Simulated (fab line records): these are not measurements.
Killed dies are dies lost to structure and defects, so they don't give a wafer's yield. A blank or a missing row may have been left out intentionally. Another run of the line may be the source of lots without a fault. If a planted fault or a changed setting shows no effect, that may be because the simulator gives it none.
Matching of chambers :: flow sky130 :: SKY_LI_CONTACT_ETCH_14 on rie-diel-04 has 4 sister chambers
The step etches BARC in N2/H2, stops on SiO2, time 45.9 s, target depth 60 nm. 4 wafers are shown with their chamber, then 12 later ones without.

## WAFERS WITH THEIR CHAMBER
wafer: L087.1
chamber: 0
throttle-valve-pct (%): 13.211

wafer: L087.3
chamber: 3
throttle-valve-pct (%): 13.223

wafer: L087.5
chamber: 1
throttle-valve-pct (%): 13.214

wafer: L087.6
chamber: 2
throttle-valve-pct (%): 13.226

## WAFERS WHOSE CHAMBER IS MISSING
wafer: L089.1
throttle-valve-pct (%): 13.218

wafer: L089.2
throttle-valve-pct (%): 13.219

wafer: L089.3
throttle-valve-pct (%): 13.225

wafer: L089.4
throttle-valve-pct (%): 13.217

wafer: L089.5
throttle-valve-pct (%): 13.226

wafer: L089.6
throttle-valve-pct (%): 13.230

wafer: L092.1
throttle-valve-pct (%): 13.238

wafer: L092.3
throttle-valve-pct (%): 13.218

wafer: L092.5
throttle-valve-pct (%): 13.238

wafer: L097.2
throttle-valve-pct (%): 13.223

wafer: L097.4
throttle-valve-pct (%): 13.230

wafer: L097.5
throttle-valve-pct (%): 13.236

## CHAMBER TAKEN BY EACH
wafer: L089.1
from the rows above: can't be placed: 1 or 3 or 0 or 2
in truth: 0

wafer: L089.2
from the rows above: can't be placed: 3 or 1 or 2 or 0
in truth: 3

wafer: L089.3
from the rows above: can't be placed: 2 or 3 or 1
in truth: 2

wafer: L089.4
from the rows above: can't be placed: 1 or 0 or 3 or 2
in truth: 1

wafer: L089.5
from the rows above: can't be placed: 2 or 3 or 1
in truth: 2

wafer: L089.6
from the rows above: can't be placed: 2 or 3 or 1
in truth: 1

wafer: L092.1
from the rows above: can't be placed: 2 or 3 or 1
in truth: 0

wafer: L092.3
from the rows above: can't be placed: 1 or 3 or 0 or 2
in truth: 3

wafer: L092.5
from the rows above: can't be placed: 2 or 3 or 1
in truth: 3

wafer: L097.2
from the rows above: can't be placed: 3 or 2 or 1 or 0
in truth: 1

wafer: L097.4
from the rows above: can't be placed: 2 or 3 or 1
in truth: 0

wafer: L097.5
from the rows above: can't be placed: 2 or 3 or 1
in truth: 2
Correct placement for 0 of the 12. Can't be placed from these rows: 12 (the true chamber is among the candidates in 10). Number placed wrongly: 0.
How it was worked out, from the rows above alone: a wafer's distance from a chamber is the root of the sum, over the readings, of the square of ((its reading less the chamber's mean) divided by the reading's scatter). The wafer belongs to the nearest chamber; if the next one is less than 2 further off, it can't be placed. A chamber's mean is the mean of its shown wafers. The scatter: with one shown wafer a chamber, the root of the mean of the squares of how far each hidden wafer lies from its nearest shown one.
